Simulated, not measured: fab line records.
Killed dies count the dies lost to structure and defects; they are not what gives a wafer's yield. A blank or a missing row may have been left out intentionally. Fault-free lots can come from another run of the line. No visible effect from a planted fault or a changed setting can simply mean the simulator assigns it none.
The tool behind it: which one?    flow sky130    11 lots with 31 wafers sampled at 5 steps, on a route of 708 steps

## WHAT THE GAUGES READ, wafer by wafer
SKY_LDD_HVN_TW_MEAS_10.
lot   measured      on            LDD_HVN_TW
L857  day 20 06:50  filmMetro-03  1452 1451 1453
L858  day 20 18:46  filmMetro-01  1462 1460 1461
L859  day 20 18:59  filmMetro-03  1452 1453 1456
L860  day 21 11:25  filmMetro-01  1465 1451 1454
L861  day 21 17:20  filmMetro-04  1428 1421 1429
L862  day 22 14:53  filmMetro-03  1441 1445 1439
L863  day 22 17:23  filmMetro-04  1416 1417 1415
L866  day 23 18:49  filmMetro-04  1426 1421
L871  day 25 11:44  filmMetro-04  1422 1433
L875  day 26 19:17  filmMetro-04  1429 1429 1425
L880  day 28 10:28  filmMetro-04  1430 1439 1424

SKY_LI_CONTACT_BOW_MEAS_03.
lot   measured      on            LI_CONTACT_BOW (um)
L857  day 27 20:56  filmMetro-01  67 73 58
L858  day 28 12:32  filmMetro-04  55 54 50
L859  day 28 12:14  filmMetro-04  65 65 65
L860  day 29 00:10  filmMetro-03  50 54 56
L861  day 29 03:57  filmMetro-01  45 56 59
L862  day 30 02:08  filmMetro-03  51 61 49
L863  day 30 05:54  filmMetro-01  54 64 48
L866  day 31 04:40  filmMetro-04  55 53
L871  day 32 17:13  filmMetro-01  55 61
L875  day 33 22:34  filmMetro-03  45 53 47
L880  day 35 09:00  filmMetro-01  51 54 65

SKY_VIA3_THK_MEAS_01.
lot   measured      on            VIA3_HDPCVD_THK (nm)
L857  day 38 12:13  filmMetro-01  1651 1622 1654
L858  day 39 03:25  filmMetro-01  1626 1641 1628
L859  day 39 01:14  filmMetro-03  1621 1622 1652
L860  day 39 13:38  filmMetro-04  1656 1643 1642
L861  day 39 18:10  filmMetro-04  1628 1662 1666
L862  day 40 10:28  filmMetro-03  1604 1607 1612
L863  day 40 15:02  filmMetro-03  1624 1634 1633
L866  day 41 11:37  filmMetro-03  2140 1638 2140 1639
L871  day 42 19:20  filmMetro-01  2109 1643 2109 1642
L875  day 43 21:04  filmMetro-03  1637 1606 1650
L880  day 45 01:40  filmMetro-03  1633 1652 1634

## TOOL THAT RAN EACH LOT (tool first, then ch and the chambers of the sampled wafers, then the start)
lot   SKY_LDD_HVN_STRIP_09                 SKY_VIA3_HDPCVD_00
L857  plasmaAsher-01 ch 0,1, day 20 06:44  hdpcvd-02 ch 0,1, day 38 12:01
L858  plasmaAsher-02 ch 0,1, day 20 18:40  hdpcvd-01 ch 0,1,2, day 39 03:15
L859  plasmaAsher-01 ch 0,1, day 20 18:53  hdpcvd-01 ch 1,2, day 39 01:04
L860  plasmaAsher-04 ch 0, day 21 11:19    hdpcvd-02 ch 0,1, day 39 13:28
L861  plasmaAsher-01 ch 0,1, day 21 17:14  hdpcvd-02 ch 0,1, day 39 17:59
L862  plasmaAsher-01 ch 0,1, day 22 14:47  hdpcvd-01 ch 1,2, day 40 10:17
L863  plasmaAsher-02 ch 0,1, day 22 17:17  hdpcvd-02 ch 0,1, day 40 14:52
L866  plasmaAsher-01 ch 0,1, day 23 18:43  hdpcvd-02 ch 0, day 41 11:26
L871  plasmaAsher-04 ch 0,1, day 25 11:40  hdpcvd-02 ch 1,2, day 42 19:13
L875  plasmaAsher-02 ch 0,1, day 26 19:11  hdpcvd-01 ch 0,1, day 43 20:49
L880  plasmaAsher-02 ch 0,1, day 28 10:22  hdpcvd-01 ch 0,1, day 45 01:25
- SKY_LDD_HVN_STRIP_09: strips in O2/N2.
- SKY_VIA3_HDPCVD_00: deposits SiO2, target thk 1635 nm, time 272.5 s.

## WHAT THE TOOLS THEMSELVES READ (means of the sampled wafers that have a number; where no wafer has one, the mark that the record gives instead)
SKY_LDD_HVN_STRIP_09.
lot   tool            drypumpMotorCurrentA (A)  n2FlowSccm (sccm)  oesProductAu (a.u.)  stripTimeToEndpointS (s)
L857  plasmaAsher-01  6.4                       299.7              0.408                4.144
L858  plasmaAsher-02  5.4                       299.7              0.411                4.139
L859  plasmaAsher-01  6.4                       299.6              0.411                4.137
L860  plasmaAsher-04  5.0                       300.5              0.409                4.158
L861  plasmaAsher-01  6.2                       300.6              0.411                4.134
L862  plasmaAsher-01  6.4                       300.6              0.403                4.136
L863  plasmaAsher-02  5.5                       301.1              0.409                4.132
L866  plasmaAsher-01  6.3                       300.8              0.409                4.131
L871  plasmaAsher-04  5.2                       300.6              0.410                4.123
L875  plasmaAsher-02  5.5                       299.6              0.407                4.129
L880  plasmaAsher-02  5.5                       300.9              0.407                4.142

## THE ANSWER, worked out from the rows above alone
Rule: what is usual is taken from the lots themselves. Put in order of their means at a reading, lots are off if they are a third of the lots or fewer, leave a main group of 4 or more, and stand apart from it by a gap of 3 or more times the standard deviation of the main group's means; of several such gaps the widest counts. A main group is skipped when, at the precision printed for the reading in the tables above, its means are all equal. A lot without any number at a reading at which 4 lots or more have one is off too. Where the step has rows for the other lots, those lots are counted as sound. Order of review: gauges by route order, followed by the tools' own readings, for which a lot's mean as printed above is used. At the first step where some lot is off, the reading lying furthest off is the one used; lots without a number count as furthest.
Off: L866, L871, seen at SKY_VIA3_THK_MEAS_01 (VIA3_HDPCVD_THK). Main group: mean 1635 nm, sd 12.
A tool fits if, at a process step before that reading, it ran every lot that is off, and no sound lot after the first of them. Those tools and the gauges at SKY_VIA3_THK_MEAS_01 are tried in the same way. One candidate fits, namely hdpcvd-02 at SKY_VIA3_HDPCVD_00. Its last sound lot is L863 (day 40 14:52), its first lot that is off L866 (day 41 11:26): a fault that began between those two fits.

## WHAT WAS PUT IN BY THE SIMULATOR
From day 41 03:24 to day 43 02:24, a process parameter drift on hdpcvd-02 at SKY_VIA3_HDPCVD_00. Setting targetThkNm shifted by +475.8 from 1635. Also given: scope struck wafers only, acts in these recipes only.
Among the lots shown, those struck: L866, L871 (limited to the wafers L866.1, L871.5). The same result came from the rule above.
